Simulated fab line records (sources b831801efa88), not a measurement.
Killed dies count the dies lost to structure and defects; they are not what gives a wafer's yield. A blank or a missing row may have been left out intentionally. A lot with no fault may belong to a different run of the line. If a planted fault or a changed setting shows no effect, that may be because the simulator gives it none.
Problem report, 8D (eight disciplines) form, completed by code ; flow gf180mcu ; the parts of the form that need people (team, actions taken, sign-off) are left out

## 1. WHAT WENT WRONG
HV_LDD_CVD_56_THK at GF_HV_LDD_THK_MEAS_57 reads a mean of 66.4 nm on 6 wafers of 2 lots; wafers without a fault read 89.7 nm with a standard deviation of 0.87. That puts it -27 standard deviations away from the usual mean.
The first sign was on wafer L315.3 at day 17 05:04, on filmMetro-01. The record has a number at this step for 30 wafers belonging to 10 lots. Rule for "out" (also "out of limits"): further than 4 standard deviations from the usual mean. All remaining wafers that have a number are taken as sound.

## 2. WHAT IT IS, WHAT IT ISN'T
question;is;is not
which readings at this step;HV_LDD_CVD_56_THK;-
which lots;L315, L316;L303, L305, L307, L311, L320, L321, L323, L324
which wafers of those lots;all that have a number;-
read on which gauges;filmMetro-01, filmMetro-04;filmMetro-03
when;from day 17 05:04;"up to then (12 sound wafers); but 12 sound wafers of L320, L321, L323, L324 came after"

## 3. THE SUSPECTS, EACH WITH WHAT RULES IT OUT
Counting: a tool at any process step up to the reading remains a suspect when it ran all the lots that are out and ran no sound lot after the first of those.
- the gauge at GF_HV_LDD_THK_MEAS_57 is ruled out. Those wafers that are out were read across 2 gauges (filmMetro-01, filmMetro-04).
- plasmaAsher-03 at GF_LVPWELL_STRIP_10 (strips in O2/N2): ruled out as a lasting fault. Sound lots L324 ran on it after its first lot that is out, L315 (day 7 02:17).
- lpcvd-02 at GF_HV_LDD_CVD_56 (deposits Si3N4 from DCS/NH3, target thk 90 nm, time 1543 s): ruled out as a lasting fault. Sound lots L324 ran on it after its first lot that is out, L315 (day 17 03:37).
Left after counting: nothing in the record.

## 4. THE CAUSE (what the simulator had put in)
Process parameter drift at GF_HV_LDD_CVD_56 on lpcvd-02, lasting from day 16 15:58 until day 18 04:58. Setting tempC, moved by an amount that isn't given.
Counting ruled it out, wrongly: the rule takes a fault to strike every lot that its tool runs from its start on, and this one did not.

## 5. SEQUENCE OF EFFECTS, ordered by route
Rows list readings where the struck wafers' mean (over those with a number) sits beyond 3 standard deviations from the usual. Scope: only readings with a usual standard deviation given in the record; hours: median across lots of the time from each lot's start at the first step in this table that gives one to its start at this step; sigmas: change in usual standard deviations.
hours;step;reading;usual;on struck wafers;change;sigmas
0;GF_HV_LDD_CVD_56;spikeTcBottomC;791 C;773;-18;-5.5
0;GF_HV_LDD_CVD_56;spikeTcCentreC;770.8 C;756.4;-14.4;-12
0;GF_HV_LDD_CVD_56;spikeTcLowerC;770.5 C;755.8;-14.7;-17
0;GF_HV_LDD_CVD_56;spikeTcTopC;782.8 C;768.8;-14.0;-7.0
0;GF_HV_LDD_CVD_56;spikeTcUpperC;770.8 C;756.0;-14.8;-15
0;GF_HV_LDD_CVD_56;susceptorTempC;770.0 C;754.7;-15.3;-44
2;GF_HV_LDD_THK_MEAS_57;HV_LDD_CVD_56_THK;89.7 nm;66.4;-23.3;-27
6;GF_HV_LDD_ETCHBACK_58;oesProductAu;0.841 a.u.;0.723;-0.118;-17
Here are the process steps it includes:
- GF_HV_LDD_CVD_56: deposits Si3N4 from DCS/NH3, target thk 90 nm, time 1543 s.
- GF_HV_LDD_ETCHBACK_58: etches Si3N4 in CH3F/O2, stops on SiO2, time 100 s, target depth 90 nm.
Later measuring or inspecting steps at which every struck wafer that the step has a row for has a number for every such reading, and none has moved that far: GF_NSD_CD_MEAS_07.

## 6. HOW IT WOULD HAVE BEEN CAUGHT EARLIER
In this record the first reading out of limits at a measuring or inspecting step was taken at day 17 05:04, 13 hours after the fault began at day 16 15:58.
Tool's own readings at GF_HV_LDD_CVD_56, spikeTcBottomC, spikeTcCentreC, spikeTcLowerC, spikeTcTopC, spikeTcUpperC, susceptorTempC: out on all struck wafers the step has rows for; an alarm limit on them would have tripped on the first.
